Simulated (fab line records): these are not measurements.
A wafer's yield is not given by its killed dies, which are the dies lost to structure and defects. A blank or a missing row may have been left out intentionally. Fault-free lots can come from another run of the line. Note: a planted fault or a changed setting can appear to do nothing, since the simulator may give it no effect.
Struck lot and sound lot, side by side ; flow sky130 ; 14 steps out of a route of 708
Sound: wafers L751.1, L751.3, L751.4. Wafers L756.3, L756.5, L756.6 were the ones struck. The cause comes at the end.
Order at every step that has rows: each side's tool, ch and its chambers, its first start. Under that, the readings that differ: sound wafers ; struck wafers ; difference of the means ; sigmas: that difference in standard deviations of wafers without a fault.
alike: readings with means less than 2 such deviations apart, plus words and numbers identical on both sides. not compared: withheld readings, readings lacking a value on some wafer, bounds such as >300 that could conceal the same value, and numbers that have no deviation in the record and whose values overlap.
A row with sigmas, a row that says differs or no value, or rows on one side alone: a step with any of these is where the two part. Non-overlapping numbers with no deviation appear without sigmas and do not part them. A reading that every wafer of one side lacks parts them only if that side has two wafers or more.

first, 3 steps without rows for these wafers: SKY_FIELD_ISO_EXPOSE_10 (exposes mask FOM, target cd 150 nm); SKY_FIELD_ISO_PEB_11; SKY_FIELD_ISO_DEVELOP_12 (develop time 60 s).
SKY_FIELD_ISO_CD_MEAS_13 targets a cd of 150 nm.
  sound on cdSem-01, day 3 16:43; struck on cdSem-02, day 4 20:32
  alike: cdNm
SKY_FIELD_ISO_ETCH_14: etches BARC in N2/H2, stops on SiO2, time 45.9 s, target depth 60 nm.
  sound on rieDiel-02 ch 1,2,3, day 3 16:50; struck on rieDiel-03 ch 1,2, day 4 20:38
reading;sound;struck;difference;sigmas
rfHoursCounterH (h);149 4 170;- - -;no value on the struck wafers;
  alike: drypumpMotorCurrentA, oesProductAu, throttleValvePct
SKY_FIELD_ISO_ETCH_15: etches the open film in CHF3/O2, stops on Si, target depth 180 nm, time 72 s.
  sound on rieDiel-02 ch 1,2,3, day 3 16:53; struck on rieDiel-03 ch 1,2, day 4 20:43
reading;sound;struck;difference;sigmas
rfHoursCounterH (h);149 4 170;- - -;no value on the struck wafers;
  alike: drypumpMotorCurrentA, oesProductAu, throttleValvePct
SKY_FIELD_ISO_STRIP_16: strips in O2/N2.
  sound on plasmaAsher-02 ch 0,1, day 3 16:56; struck on plasmaAsher-02 ch 0,1, day 4 20:48
  alike: drypumpMotorCurrentA, o2FlowSccm, oesProductAu, stripTimeToEndpointS
  not compared: rfHoursCounterH
SKY_FIELD_ISO_ETCH_17: etches Si in HBr/Cl2/O2, target depth 342 nm, time 97.7 s.
  sound on rieSi-02 ch 0,1,2, day 3 17:02; struck on rieSi-01 ch 1,2, day 4 20:52
  alike: drypumpMotorCurrentA, oesProductAu, throttleValvePct
  not compared: rfHoursCounterH
then, 4 steps without rows for these wafers: SKY_FIELD_ISO_WET_ETCH_18 (etches Si3N4 in H3PO4, target depth 25 nm, time 286 s); SKY_FIELD_ISO_CLEAN_19 (cleans in SC1/SC2, time 150 s); SKY_FIELD_ISO_CLEAN_20 (cleans in dHF, time 20 s); SKY_FIELD_ISO_WET_ETCH_21 (etches SiO2 in dHF, target depth 20 nm, time 400 s).
SKY_FIELD_ISO_OXIDATION_22: stabilise 600 s, purge 300 s, target thk 10 nm.
  sound on furnace-02 ch 0, day 3 19:53; struck on furnace-01, day 4 22:00
  no value came back on the struck wafers for oxTempC (C), oxTempCMax, spikeTcLowerC (C), stabiliseS (s); on the sound wafers oxTempC (C) reads 950.6 950.4 950.2
then, 1 step without rows for these wafers: SKY_FIELD_ISO_CVD_24 (deposits SiO2, target thk 595 nm, time 99.2 s).

## WHERE THEY PART
First at SKY_FIELD_ISO_ETCH_14; last, within this record, at SKY_FIELD_ISO_OXIDATION_22.

WHY: what the simulator had put in
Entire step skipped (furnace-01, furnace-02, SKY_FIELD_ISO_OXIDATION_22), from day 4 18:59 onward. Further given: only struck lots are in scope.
